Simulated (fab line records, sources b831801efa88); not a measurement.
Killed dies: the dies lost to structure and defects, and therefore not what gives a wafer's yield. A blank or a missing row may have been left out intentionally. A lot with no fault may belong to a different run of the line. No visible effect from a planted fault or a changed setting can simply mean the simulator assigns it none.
fab line records :: flow sky130
[record]
  lots = 13
  wafers = 39
  last-day = 50
route steps=708 shown NWELL@34 VT_ADJUST_LVTN@107 VT_ADJUST_HVTR@135 LDD_P@263 PAD_OPEN@708
lots that met no fault: taken from a fault-free run of the same line
start-h: hours from the record's first day to the start of the lot's first wafer shown :: wait-h: time in hours since the lot's previous step :: " as in the row above :: L1.1+2: several wafers, shown together as one row :: - no value present, or no start provided :: * or withheld: withheld :: < > ~ a bound
route shown NAME@n: a module of which the file shows steps, and the number in the route of the first :: usual: average and standard deviation across the fault-free wafers :: same: alike in all rows :: chamber/n: place in a boat :: sites: readings site by site :: _std_site: their standard deviation :: _edge_site: mean of outer sites minus mean of inner sites :: radius-mm: how far each site lies from the wafer's centre :: mask NAME#n: copy n :: behind: the most recent tool/chamber to have shaped the wafer :: hold: why the lot was held/for how many hours/how that ended :: device: the transistor (n, p or np) that didn't switch :: end of line: at the end of the route, the tests of the same wafers :: for a step that has no rows: nothing shown but its recipe :: killed: the dies lost at the first sort to structure and to defects; this is not the yield of the wafer :: map: per-die view of a wafer (x killed, . not killed, _ where there is no die)
set.NAME: the setting that was run; set.NAME@STEP: the one run at that earlier step :: model.NAME: the simulator's own value behind a step, which no gauge read
the route's steps for a sample of lots (tables are steps, rows are wafers)
services: the hour from which a tool's chamber was out of use, counted from the record's first day as start-h (under 0 if before that day), plus the number of hours and why
[[steps]]
[step SKY_NWELL_THK_MEAS_02]
[recipe]
  reads = SiO2_of_NWELL_OXIDATION_01
[usual]
  NWELL_OXIDATION_THK = 9.98/0.22
lot.wafer: L860.1
tool: film-metro-04
chamber: -
start-h: 37.19
wait-h: 0.0
NWELL_OXIDATION_THK[nm]: 10.17

lot.wafer: L860.3
tool: film-metro-04
chamber: -
start-h: 37.19
wait-h: 0.0
NWELL_OXIDATION_THK[nm]: 9.98

lot.wafer: L860.5
tool: film-metro-04
chamber: -
start-h: 37.19
wait-h: 0.0
NWELL_OXIDATION_THK[nm]: 9.94

lot.wafer: L861.1
tool: film-metro-04
chamber: -
start-h: 40.77
wait-h: 0.0
NWELL_OXIDATION_THK[nm]: 9.81

lot.wafer: L861.3
tool: film-metro-04
chamber: -
start-h: 40.77
wait-h: 0.0
NWELL_OXIDATION_THK[nm]: 9.77

lot.wafer: L861.5
tool: film-metro-04
chamber: -
start-h: 40.77
wait-h: 0.0
NWELL_OXIDATION_THK[nm]: 9.77

lot.wafer: L862.2
tool: film-metro-03
chamber: -
start-h: 48.01
wait-h: 0.0
NWELL_OXIDATION_THK[nm]: 9.69

lot.wafer: L862.3
tool: film-metro-03
chamber: -
start-h: 48.01
wait-h: 0.0
NWELL_OXIDATION_THK[nm]: 9.79

lot.wafer: L862.4
tool: film-metro-03
chamber: -
start-h: 48.01
wait-h: 0.0
NWELL_OXIDATION_THK[nm]: 9.65

lot.wafer: L866.2
tool: film-metro-02
chamber: -
start-h: 78.63
wait-h: 0.0
NWELL_OXIDATION_THK[nm]: 10.09

lot.wafer: L866.3
tool: film-metro-02
chamber: -
start-h: 78.63
wait-h: 0.0
NWELL_OXIDATION_THK[nm]: 10.16

lot.wafer: L866.4
tool: film-metro-02
chamber: -
start-h: 78.63
wait-h: 0.0
NWELL_OXIDATION_THK[nm]: 9.99

lot.wafer: L867.2
tool: film-metro-03
chamber: -
start-h: 78.63
wait-h: 0.0
NWELL_OXIDATION_THK[nm]: 9.88

lot.wafer: L867.3
tool: film-metro-03
chamber: -
start-h: 78.63
wait-h: 0.0
NWELL_OXIDATION_THK[nm]: 9.66

lot.wafer: L867.6
tool: film-metro-03
chamber: -
start-h: 78.63
wait-h: 0.0
NWELL_OXIDATION_THK[nm]: 9.91

lot.wafer: L868.2
tool: film-metro-04
chamber: -
start-h: 88.31
wait-h: 0.0
NWELL_OXIDATION_THK[nm]: 9.87

lot.wafer: L868.3
tool: film-metro-04
chamber: -
start-h: 88.31
wait-h: 0.0
NWELL_OXIDATION_THK[nm]: 9.83

lot.wafer: L868.4
tool: film-metro-04
chamber: -
start-h: 88.31
wait-h: 0.0
NWELL_OXIDATION_THK[nm]: 9.95

lot.wafer: L877.1
tool: film-metro-04
chamber: -
start-h: 127.25
wait-h: 0.0
NWELL_OXIDATION_THK[nm]: 10.29

lot.wafer: L877.3
tool: film-metro-04
chamber: -
start-h: 127.25
wait-h: 0.0
NWELL_OXIDATION_THK[nm]: 10.18

lot.wafer: L877.4
tool: film-metro-04
chamber: -
start-h: 127.25
wait-h: 0.0
NWELL_OXIDATION_THK[nm]: 10.21

lot.wafer: L878.1
tool: film-metro-03
chamber: -
start-h: 138.85
wait-h: 0.0
NWELL_OXIDATION_THK[nm]: 10.18

lot.wafer: L878.3
tool: film-metro-03
chamber: -
start-h: 138.85
wait-h: 0.0
NWELL_OXIDATION_THK[nm]: 10.23

lot.wafer: L878.4
tool: film-metro-03
chamber: -
start-h: 138.85
wait-h: 0.0
NWELL_OXIDATION_THK[nm]: 10.09

lot.wafer: L879.3
tool: film-metro-02
chamber: -
start-h: 138.87
wait-h: 0.0
NWELL_OXIDATION_THK[nm]: 10.23

lot.wafer: L879.4
tool: film-metro-02
chamber: -
start-h: 138.87
wait-h: 0.0
NWELL_OXIDATION_THK[nm]: 10.11

lot.wafer: L879.5
tool: film-metro-02
chamber: -
start-h: 138.87
wait-h: 0.0
NWELL_OXIDATION_THK[nm]: 10.20

lot.wafer: L880.1
tool: film-metro-02
chamber: -
start-h: 144.21
wait-h: 0.0
NWELL_OXIDATION_THK[nm]: 9.73

lot.wafer: L880.2
tool: film-metro-02
chamber: -
start-h: 144.21
wait-h: 0.0
NWELL_OXIDATION_THK[nm]: 9.66

lot.wafer: L880.6
tool: film-metro-02
chamber: -
start-h: 144.21
wait-h: 0.0
NWELL_OXIDATION_THK[nm]: 9.66

lot.wafer: L881.1
tool: film-metro-04
chamber: -
start-h: 144.50
wait-h: 0.0
NWELL_OXIDATION_THK[nm]: 10.40

lot.wafer: L881.2
tool: film-metro-04
chamber: -
start-h: 144.50
wait-h: 0.0
NWELL_OXIDATION_THK[nm]: 10.33

lot.wafer: L881.4
tool: film-metro-04
chamber: -
start-h: 144.50
wait-h: 0.0
NWELL_OXIDATION_THK[nm]: 10.32

lot.wafer: L882.1
tool: film-metro-04
chamber: -
start-h: 150.90
wait-h: 0.0
NWELL_OXIDATION_THK[nm]: 10.14

lot.wafer: L882.2
tool: film-metro-04
chamber: -
start-h: 150.90
wait-h: 0.0
NWELL_OXIDATION_THK[nm]: 10.27

lot.wafer: L882.3
tool: film-metro-04
chamber: -
start-h: 150.90
wait-h: 0.0
NWELL_OXIDATION_THK[nm]: 10.14

lot.wafer: L883.1
tool: film-metro-04
chamber: -
start-h: 156.72
wait-h: 0.0
NWELL_OXIDATION_THK[nm]: 10.09

lot.wafer: L883.2
tool: film-metro-04
chamber: -
start-h: 156.72
wait-h: 0.0
NWELL_OXIDATION_THK[nm]: 9.96

lot.wafer: L883.5
tool: film-metro-04
chamber: -
start-h: 156.72
wait-h: 0.0
NWELL_OXIDATION_THK[nm]: 9.95
[step SKY_VT_ADJUST_LVTN_TW_MEAS_10]
[usual]
  VT_ADJUST_LVTN_TW = 241/4.5
lot.wafer: L860.1
tool: film-metro-02
chamber: -
start-h: 136.35
wait-h: 0.1
VT_ADJUST_LVTN_TW: 249

lot.wafer: L860.3
tool: film-metro-02
chamber: -
start-h: 136.35
wait-h: 0.1
VT_ADJUST_LVTN_TW: 250

lot.wafer: L860.5
tool: film-metro-02
chamber: -
start-h: 136.35
wait-h: 0.1
VT_ADJUST_LVTN_TW: 250

lot.wafer: L861.1
tool: film-metro-04
chamber: -
start-h: 143.05
wait-h: 0.1
VT_ADJUST_LVTN_TW: 236

lot.wafer: L861.3
tool: film-metro-04
chamber: -
start-h: 143.05
wait-h: 0.1
VT_ADJUST_LVTN_TW: 236

lot.wafer: L861.5
tool: film-metro-04
chamber: -
start-h: 143.05
wait-h: 0.1
VT_ADJUST_LVTN_TW: 237

lot.wafer: L862.2
tool: film-metro-01
chamber: -
start-h: 151.79
wait-h: 0.1
VT_ADJUST_LVTN_TW: 241

lot.wafer: L862.3
tool: film-metro-01
chamber: -
start-h: 151.79
wait-h: 0.1
VT_ADJUST_LVTN_TW: 242

lot.wafer: L862.4
tool: film-metro-01
chamber: -
start-h: 151.79
wait-h: 0.1
VT_ADJUST_LVTN_TW: 239

lot.wafer: L866.2
tool: film-metro-01
chamber: -
start-h: 189.69
wait-h: 0.1
VT_ADJUST_LVTN_TW: 241

lot.wafer: L866.3
tool: film-metro-01
chamber: -
start-h: 189.69
wait-h: 0.1
VT_ADJUST_LVTN_TW: 239

lot.wafer: L866.4
tool: film-metro-01
chamber: -
start-h: 189.69
wait-h: 0.1
VT_ADJUST_LVTN_TW: 239

lot.wafer: L867.2
tool: film-metro-04
chamber: -
start-h: 189.86
wait-h: 0.1
VT_ADJUST_LVTN_TW: 238

lot.wafer: L867.3
tool: film-metro-04
chamber: -
start-h: 189.86
wait-h: 0.1
VT_ADJUST_LVTN_TW: 237

lot.wafer: L867.6
tool: film-metro-04
chamber: -
start-h: 189.86
wait-h: 0.1
VT_ADJUST_LVTN_TW: 237

lot.wafer: L868.2
tool: film-metro-02
chamber: -
start-h: 201.81
wait-h: 0.1
VT_ADJUST_LVTN_TW: 246

lot.wafer: L868.3
tool: film-metro-02
chamber: -
start-h: 201.81
wait-h: 0.1
VT_ADJUST_LVTN_TW: 248

lot.wafer: L868.4
tool: film-metro-02
chamber: -
start-h: 201.81
wait-h: 0.1
VT_ADJUST_LVTN_TW: 248

lot.wafer: L877.1
tool: film-metro-02
chamber: -
start-h: 251.78
wait-h: 0.1
VT_ADJUST_LVTN_TW: 249

lot.wafer: L877.3
tool: film-metro-02
chamber: -
start-h: 251.78
wait-h: 0.1
VT_ADJUST_LVTN_TW: 247

lot.wafer: L877.4
tool: film-metro-02
chamber: -
start-h: 251.78
wait-h: 0.1
VT_ADJUST_LVTN_TW: 247

lot.wafer: L879.3
tool: film-metro-04
chamber: -
start-h: 267.68
wait-h: 0.1
VT_ADJUST_LVTN_TW: 238

lot.wafer: L879.4
tool: film-metro-04
chamber: -
start-h: 267.68
wait-h: 0.1
VT_ADJUST_LVTN_TW: 238

lot.wafer: L879.5
tool: film-metro-04
chamber: -
start-h: 267.68
wait-h: 0.1
VT_ADJUST_LVTN_TW: 238

lot.wafer: L878.1
tool: film-metro-01
chamber: -
start-h: 268.65
wait-h: 0.1
VT_ADJUST_LVTN_TW: 239

lot.wafer: L878.3
tool: film-metro-01
chamber: -
start-h: 268.65
wait-h: 0.1
VT_ADJUST_LVTN_TW: 238

lot.wafer: L878.4
tool: film-metro-01
chamber: -
start-h: 268.65
wait-h: 0.1
VT_ADJUST_LVTN_TW: 238

lot.wafer: L880.1
tool: film-metro-01
chamber: -
start-h: 274.50
wait-h: 0.1
VT_ADJUST_LVTN_TW: 238

lot.wafer: L880.2
tool: film-metro-01
chamber: -
start-h: 274.50
wait-h: 0.1
VT_ADJUST_LVTN_TW: 239

lot.wafer: L880.6
tool: film-metro-01
chamber: -
start-h: 274.50
wait-h: 0.1
VT_ADJUST_LVTN_TW: 239

lot.wafer: L881.1
tool: film-metro-04
chamber: -
start-h: 275.15
wait-h: 0.1
VT_ADJUST_LVTN_TW: 238

lot.wafer: L881.2
tool: film-metro-04
chamber: -
start-h: 275.15
wait-h: 0.1
VT_ADJUST_LVTN_TW: 238

lot.wafer: L881.4
tool: film-metro-04
chamber: -
start-h: 275.15
wait-h: 0.1
VT_ADJUST_LVTN_TW: 238

lot.wafer: L882.1
tool: film-metro-02
chamber: -
start-h: 284.76
wait-h: 0.1
VT_ADJUST_LVTN_TW: 248

lot.wafer: L882.2
tool: film-metro-02
chamber: -
start-h: 284.76
wait-h: 0.1
VT_ADJUST_LVTN_TW: 248

lot.wafer: L882.3
tool: film-metro-02
chamber: -
start-h: 284.76
wait-h: 0.1
VT_ADJUST_LVTN_TW: 249

lot.wafer: L883.1
tool: film-metro-04
chamber: -
start-h: 291.63
wait-h: 0.1
VT_ADJUST_LVTN_TW: 237

lot.wafer: L883.2
tool: film-metro-04
chamber: -
start-h: 291.63
wait-h: 0.1
VT_ADJUST_LVTN_TW: 237

lot.wafer: L883.5
tool: film-metro-04
chamber: -
start-h: 291.63
wait-h: 0.1
VT_ADJUST_LVTN_TW: 238
[step SKY_VT_ADJUST_HVTR_EXPOSE_04]
[recipe]
  mask-id = HVTRM
  target-cd-nm = 380
  na = 0.6
  source-shape = conventional
  sigma-outer = 0.6
  dose-mj = 150
lot.wafer: L860.1+3+5
tool: iline-stepper-01
chamber: 0
start-h: 185.70
wait-h: -
mask: HVTRM#0

lot.wafer: L861.1+3+5
tool: iline-stepper-02
chamber: 0
start-h: 192.67
wait-h: -
mask: HVTRM#0

lot.wafer: L862.2+3+4
tool: iline-stepper-02
chamber: 0
start-h: 203.00
wait-h: -
mask: HVTRM#0

lot.wafer: L866.2+3+4
tool: iline-stepper-01
chamber: 0
start-h: 244.49
wait-h: -
mask: HVTRM#0

lot.wafer: L867.2+3+6
tool: iline-stepper-01
chamber: 0
start-h: 245.37
wait-h: -
mask: HVTRM#0

lot.wafer: L868.2+3+4
tool: iline-stepper-02
chamber: 0
start-h: 259.84
wait-h: -
mask: HVTRM#0

lot.wafer: L877.1+3+4
tool: iline-stepper-02
chamber: 0
start-h: 314.54
wait-h: -
mask: HVTRM#0

lot.wafer: L879.3+4+5
tool: iline-stepper-02
chamber: 0
start-h: 330.96
wait-h: -
mask: HVTRM#0

lot.wafer: L878.1+3+4
tool: iline-stepper-01
chamber: 0
start-h: 333.03
wait-h: -
mask: HVTRM#0

lot.wafer: L880.1+2+6
tool: iline-stepper-01
chamber: 0
start-h: 339.92
wait-h: -
mask: HVTRM#0

lot.wafer: L881.1+2+4
tool: iline-stepper-02
chamber: 0
start-h: 341.30
wait-h: -
mask: HVTRM#0

lot.wafer: L882.1+2+3
tool: iline-stepper-01
chamber: 0
start-h: 349.69
wait-h: -
mask: HVTRM#0

lot.wafer: L883.1+2+5
tool: iline-stepper-02
chamber: 0
start-h: 358.67
wait-h: -
mask: HVTRM#0
[step SKY_VT_ADJUST_HVTR_CD_MEAS_07]
[recipe]
  target-cd-nm = 380
[usual]
  cd-nm = 379.9/2.7
lot.wafer: L860.1
tool: cd-sem-02
chamber: -
start-h: 195.52
wait-h: 0.1
cd-nm: 380.3

lot.wafer: L860.3
tool: cd-sem-02
chamber: -
start-h: 195.52
wait-h: 0.1
cd-nm: 377.3

lot.wafer: L860.5
tool: cd-sem-02
chamber: -
start-h: 195.52
wait-h: 0.1
cd-nm: 378.2

lot.wafer: L861.1
tool: cd-sem-01
chamber: -
start-h: 203.02
wait-h: 0.1
cd-nm: 384.7

lot.wafer: L861.3
tool: cd-sem-01
chamber: -
start-h: 203.02
wait-h: 0.1
cd-nm: 383.4

lot.wafer: L861.5
tool: cd-sem-01
chamber: -
start-h: 203.02
wait-h: 0.1
cd-nm: 383.5

lot.wafer: L862.2
tool: cd-sem-02
chamber: -
start-h: 214.04
wait-h: 0.1
cd-nm: 379.0

lot.wafer: L862.3
tool: cd-sem-02
chamber: -
start-h: 214.04
wait-h: 0.1
cd-nm: 379.4

lot.wafer: L862.4
tool: cd-sem-02
chamber: -
start-h: 214.04
wait-h: 0.1
cd-nm: 377.7

lot.wafer: L866.2
tool: cd-sem-01
chamber: -
start-h: 256.60
wait-h: 0.1
cd-nm: 357.7

lot.wafer: L866.3
tool: cd-sem-01
chamber: -
start-h: 256.60
wait-h: 0.1
cd-nm: 371.2

lot.wafer: L866.4
tool: cd-sem-01
chamber: -
start-h: 256.60
wait-h: 0.1
cd-nm: 347.2

lot.wafer: L867.2
tool: cd-sem-01
chamber: -
start-h: 257.14
wait-h: 0.1
cd-nm: 372.9

lot.wafer: L867.3
tool: cd-sem-01
chamber: -
start-h: 257.14
wait-h: 0.1
cd-nm: 376.6

lot.wafer: L867.6
tool: cd-sem-01
chamber: -
start-h: 257.14
wait-h: 0.1
cd-nm: 354.5

lot.wafer: L868.2
tool: cd-sem-01
chamber: -
start-h: 271.64
wait-h: 0.1
cd-nm: 383.2

lot.wafer: L868.3
tool: cd-sem-01
chamber: -
start-h: 271.64
wait-h: 0.1
cd-nm: 383.2

lot.wafer: L868.4
tool: cd-sem-01
chamber: -
start-h: 271.64
wait-h: 0.1
cd-nm: 381.4

lot.wafer: L877.1
tool: cd-sem-01
chamber: -
start-h: 327.37
wait-h: 0.1
cd-nm: 380.9

lot.wafer: L877.3
tool: cd-sem-01
chamber: -
start-h: 327.37
wait-h: 0.1
cd-nm: 383.6

lot.wafer: L877.4
tool: cd-sem-01
chamber: -
start-h: 327.37
wait-h: 0.1
cd-nm: 381.2

lot.wafer: L879.3
tool: cd-sem-02
chamber: -
start-h: 344.62
wait-h: 0.1
cd-nm: 383.1

lot.wafer: L879.4
tool: cd-sem-02
chamber: -
start-h: 344.62
wait-h: 0.1
cd-nm: 381.9

lot.wafer: L879.5
tool: cd-sem-02
chamber: -
start-h: 344.62
wait-h: 0.1
cd-nm: 380.9

lot.wafer: L878.1
tool: cd-sem-01
chamber: -
start-h: 347.23
wait-h: 0.1
cd-nm: 382.9

lot.wafer: L878.3
tool: cd-sem-01
chamber: -
start-h: 347.23
wait-h: 0.1
cd-nm: 379.5

lot.wafer: L878.4
tool: cd-sem-01
chamber: -
start-h: 347.23
wait-h: 0.1
cd-nm: 380.0

lot.wafer: L880.1
tool: cd-sem-01
chamber: -
start-h: 353.30
wait-h: 0.1
cd-nm: 379.8

lot.wafer: L880.2
tool: cd-sem-01
chamber: -
start-h: 353.30
wait-h: 0.1
cd-nm: 380.2

lot.wafer: L880.6
tool: cd-sem-01
chamber: -
start-h: 353.30
wait-h: 0.1
cd-nm: 378.8

lot.wafer: L881.1
tool: cd-sem-02
chamber: -
start-h: 355.15
wait-h: 0.1
cd-nm: 378.1

lot.wafer: L881.2
tool: cd-sem-02
chamber: -
start-h: 355.15
wait-h: 0.1
cd-nm: 378.8

lot.wafer: L881.4
tool: cd-sem-02
chamber: -
start-h: 355.15
wait-h: 0.1
cd-nm: 377.2

lot.wafer: L882.1
tool: cd-sem-02
chamber: -
start-h: 363.67
wait-h: 0.1
cd-nm: 378.7

lot.wafer: L882.2
tool: cd-sem-02
chamber: -
start-h: 363.67
wait-h: 0.1
cd-nm: 377.5

lot.wafer: L882.3
tool: cd-sem-02
chamber: -
start-h: 363.67
wait-h: 0.1
cd-nm: 379.6

lot.wafer: L883.1
tool: cd-sem-01
chamber: -
start-h: 373.50
wait-h: 0.1
cd-nm: 378.5

lot.wafer: L883.2
tool: cd-sem-01
chamber: -
start-h: 373.50
wait-h: 0.1
cd-nm: 378.7

lot.wafer: L883.5
tool: cd-sem-01
chamber: -
start-h: 373.50
wait-h: 0.1
cd-nm: 379.6
[step SKY_LDD_P_OVL_MEAS_08]
[usual]
  LDD_P_OVL = -0.6/1.7
lot.wafer: L860.1
tool: overlay-02
chamber: -
start-h: 422.42
wait-h: 0.1
LDD_P_OVL[nm]: 0.4

lot.wafer: L860.3
tool: overlay-02
chamber: -
start-h: 422.42
wait-h: 0.1
LDD_P_OVL[nm]: 1.6

lot.wafer: L860.5
tool: overlay-02
chamber: -
start-h: 422.42
wait-h: 0.1
LDD_P_OVL[nm]: 5.0

lot.wafer: L861.1
tool: overlay-01
chamber: -
start-h: 425.62
wait-h: 0.1
LDD_P_OVL[nm]: 1.5

lot.wafer: L861.3
tool: overlay-01
chamber: -
start-h: 425.62
wait-h: 0.1
LDD_P_OVL[nm]: 1.1

lot.wafer: L861.5
tool: overlay-01
chamber: -
start-h: 425.62
wait-h: 0.1
LDD_P_OVL[nm]: 0.2

lot.wafer: L862.2
tool: overlay-01
chamber: -
start-h: 445.72
wait-h: 0.1
LDD_P_OVL[nm]: -1.2

lot.wafer: L862.3
tool: overlay-01
chamber: -
start-h: 445.72
wait-h: 0.1
LDD_P_OVL[nm]: 0.6

lot.wafer: L862.4
tool: overlay-01
chamber: -
start-h: 445.72
wait-h: 0.1
LDD_P_OVL[nm]: -0.9

lot.wafer: L866.2
tool: overlay-02
chamber: -
start-h: 497.35
wait-h: 0.1
LDD_P_OVL[nm]: 0.7

lot.wafer: L866.3
tool: overlay-02
chamber: -
start-h: 497.35
wait-h: 0.1
LDD_P_OVL[nm]: 2.1

lot.wafer: L866.4
tool: overlay-02
chamber: -
start-h: 497.35
wait-h: 0.1
LDD_P_OVL[nm]: 1.5

lot.wafer: L867.2
tool: overlay-01
chamber: -
start-h: 499.84
wait-h: 0.1
LDD_P_OVL[nm]: -1.5

lot.wafer: L867.3
tool: overlay-01
chamber: -
start-h: 499.84
wait-h: 0.1
LDD_P_OVL[nm]: -2.4

lot.wafer: L867.6
tool: overlay-01
chamber: -
start-h: 499.84
wait-h: 0.1
LDD_P_OVL[nm]: -1.6

lot.wafer: L868.2
tool: overlay-01
chamber: -
start-h: 515.80
wait-h: 0.1
LDD_P_OVL[nm]: -0.5

lot.wafer: L868.3
tool: overlay-01
chamber: -
start-h: 515.80
wait-h: 0.1
LDD_P_OVL[nm]: -1.5

lot.wafer: L868.4
tool: overlay-01
chamber: -
start-h: 515.80
wait-h: 0.1
LDD_P_OVL[nm]: -1.1

lot.wafer: L877.1
tool: overlay-01
chamber: -
start-h: 579.29
wait-h: 0.1
LDD_P_OVL[nm]: -2.7

lot.wafer: L877.3
tool: overlay-01
chamber: -
start-h: 579.29
wait-h: 0.1
LDD_P_OVL[nm]: -2.7

lot.wafer: L877.4
tool: overlay-01
chamber: -
start-h: 579.29
wait-h: 0.1
LDD_P_OVL[nm]: -1.8

lot.wafer: L879.3
tool: overlay-02
chamber: -
start-h: 598.91
wait-h: 0.1
LDD_P_OVL[nm]: 3.4

lot.wafer: L879.4
tool: overlay-02
chamber: -
start-h: 598.91
wait-h: 0.1
LDD_P_OVL[nm]: 0.8

lot.wafer: L879.5
tool: overlay-02
chamber: -
start-h: 598.91
wait-h: 0.1
LDD_P_OVL[nm]: 1.2

lot.wafer: L878.1
tool: overlay-02
chamber: -
start-h: 601.84
wait-h: 0.1
LDD_P_OVL[nm]: 0.2

lot.wafer: L878.3
tool: overlay-02
chamber: -
start-h: 601.84
wait-h: 0.1
LDD_P_OVL[nm]: -1.5

lot.wafer: L878.4
tool: overlay-02
chamber: -
start-h: 601.84
wait-h: 0.1
LDD_P_OVL[nm]: 0.7

lot.wafer: L880.1
tool: overlay-01
chamber: -
start-h: 608.39
wait-h: 0.1
LDD_P_OVL[nm]: 0.2

lot.wafer: L880.2
tool: overlay-01
chamber: -
start-h: 608.39
wait-h: 0.1
LDD_P_OVL[nm]: 0.1

lot.wafer: L880.6
tool: overlay-01
chamber: -
start-h: 608.39
wait-h: 0.1
LDD_P_OVL[nm]: 2.5

lot.wafer: L881.1
tool: overlay-01
chamber: -
start-h: 614.49
wait-h: 0.1
LDD_P_OVL[nm]: -1.8

lot.wafer: L881.2
tool: overlay-01
chamber: -
start-h: 614.49
wait-h: 0.1
LDD_P_OVL[nm]: -0.1

lot.wafer: L881.4
tool: overlay-01
chamber: -
start-h: 614.49
wait-h: 0.1
LDD_P_OVL[nm]: -1.0

lot.wafer: L882.1
tool: overlay-02
chamber: -
start-h: 617.09
wait-h: 0.1
LDD_P_OVL[nm]: -1.1

lot.wafer: L882.2
tool: overlay-02
chamber: -
start-h: 617.09
wait-h: 0.1
LDD_P_OVL[nm]: -2.2

lot.wafer: L882.3
tool: overlay-02
chamber: -
start-h: 617.09
wait-h: 0.1
LDD_P_OVL[nm]: -2.3

lot.wafer: L883.1
tool: overlay-02
chamber: -
start-h: 630.59
wait-h: 0.1
LDD_P_OVL[nm]: 2.7

lot.wafer: L883.2
tool: overlay-02
chamber: -
start-h: 630.59
wait-h: 0.1
LDD_P_OVL[nm]: 0.0

lot.wafer: L883.5
tool: overlay-02
chamber: -
start-h: 630.59
wait-h: 0.1
LDD_P_OVL[nm]: 1.3
[step SKY_PAD_OPEN_PROBE_99]
[usual]
  killed_at_M0_to_M3 = 44/7.3
  killed_at_M4_up = 3.1/1.9
  killed-at-contacts = 24/5.3
  killed-at-front-end = 15/4
  killed-at-other = 0.4/0.6
  killed-dies = 86/9.2
  killed-on-rim = 17/3.5
  killed-open = 47/6.9
  killed-short = 39/6.9
[same]
  gross-dies = 492
  killed-at-back-side = 0
lot.wafer: L867.2
tool: prober-01
chamber: -
start-h: 1116.21
wait-h: 0.1
killed_at_M0_to_M3: 48
killed_at_M4_up: 3
killed-at-contacts: 18
killed-at-front-end: 15
killed-at-other: 0
killed-dies: 84
killed-on-rim: 19
killed-open: 39
killed-short: 45

lot.wafer: L867.3
tool: prober-01
chamber: -
start-h: 1116.26
wait-h: 0.2
killed_at_M0_to_M3: 38
killed_at_M4_up: 3
killed-at-contacts: 19
killed-at-front-end: 15
killed-at-other: 0
killed-dies: 75
killed-on-rim: 13
killed-open: 30
killed-short: 45

lot.wafer: L867.6
tool: prober-01
chamber: -
start-h: 1116.41
wait-h: 0.2
killed_at_M0_to_M3: 53
killed_at_M4_up: 0
killed-at-contacts: 21
killed-at-front-end: 11
killed-at-other: 0
killed-dies: 85
killed-on-rim: 19
killed-open: 42
killed-short: 43
// killed by level:class
L867.2 VIA3:geometric-particle:open=11 METAL1:geometric-particle:short=6 VIA1:geometric-particle:short=6 LOCAL_INTERCONNECT:geometric-particle:short=5 VIA1:geometric-particle:open=5 FIELD_ISO:geometric-particle:short=4 POLY_GATE:geometric-particle:short=4 CONTACT:geometric-particle:open=4
L867.3 LI_CONTACT:geometric-particle:open=8 POLY_GATE:geometric-particle:short=7 VIA2:geometric-particle:open=7 METAL2:geometric-particle:short=6 LOCAL_INTERCONNECT:geometric-particle:short=5 CONTACT:geometric-particle:short=5 VIA1:geometric-particle:short=5 VIA2:geometric-particle:short=5
L867.6 VIA1:geometric-particle:open=12 METAL1:geometric-particle:short=11 LI_CONTACT:geometric-particle:open=8 CONTACT:geometric-particle:open=7 METAL2:geometric-particle:short=7 VIA3:geometric-particle:short=6 VIA2:geometric-particle:open=5 SPACER:geometric-particle:short=4
[[services]]
tool: iline-stepper-02
chamber: 0
start-h: 222.26
hours: -
kind: calibration

tool: iline-stepper-02
chamber: -
start-h: 236.36
hours: 1.7
kind: pm

tool: iline-stepper-01
chamber: 0
start-h: 245.03
hours: -
kind: calibration

tool: iline-stepper-02
chamber: -
start-h: 281.25
hours: 2.1
kind: pm

tool: iline-stepper-02
chamber: -
start-h: 283.33
hours: -
kind: consumable-replace:lamp

tool: iline-stepper-01
chamber: -
start-h: 327.30
hours: 1.7
kind: pm

tool: iline-stepper-01
chamber: -
start-h: 335.80
hours: 3.2
kind: repair
[[key]]
[first-sign]
  step = SKY_VT_ADJUST_HVTR_CD_MEAS_07
  reading = cd-nm
  direction = down
  sigmas = 6.2
  usual = 379.9
  struck = 363.4
  wafers-moved = 5
effect none on later readings
met-at SKY_VT_ADJUST_HVTR_EXPOSE_04
struck-lots L866,L867
tester-left-out L866,L867
not-acting-at SKY_NWELL_THK_MEAS_02,SKY_VT_ADJUST_LVTN_TW_MEAS_10,SKY_LDD_P_OVL_MEAS_08
onset-between 185.70 244.49
[fault]
  kind = process-parameter-drift
  tool = iline-stepper-01
  chamber = -
  onset-h = 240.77
  steps = SKY_VT_ADJUST_HVTR_EXPOSE_04
  channel = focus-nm
  offset = 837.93
  spread-by-wafer = 0.3
  shape = step
  end-h = 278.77
// tester-left-out: of these lots the tester's yield and bins aren't shown, on N5 and GAA mostly nor the transistor test; their killed dies are dies lost to structure and defects alone, not to doping, threshold or leakage, so they don't give the yield
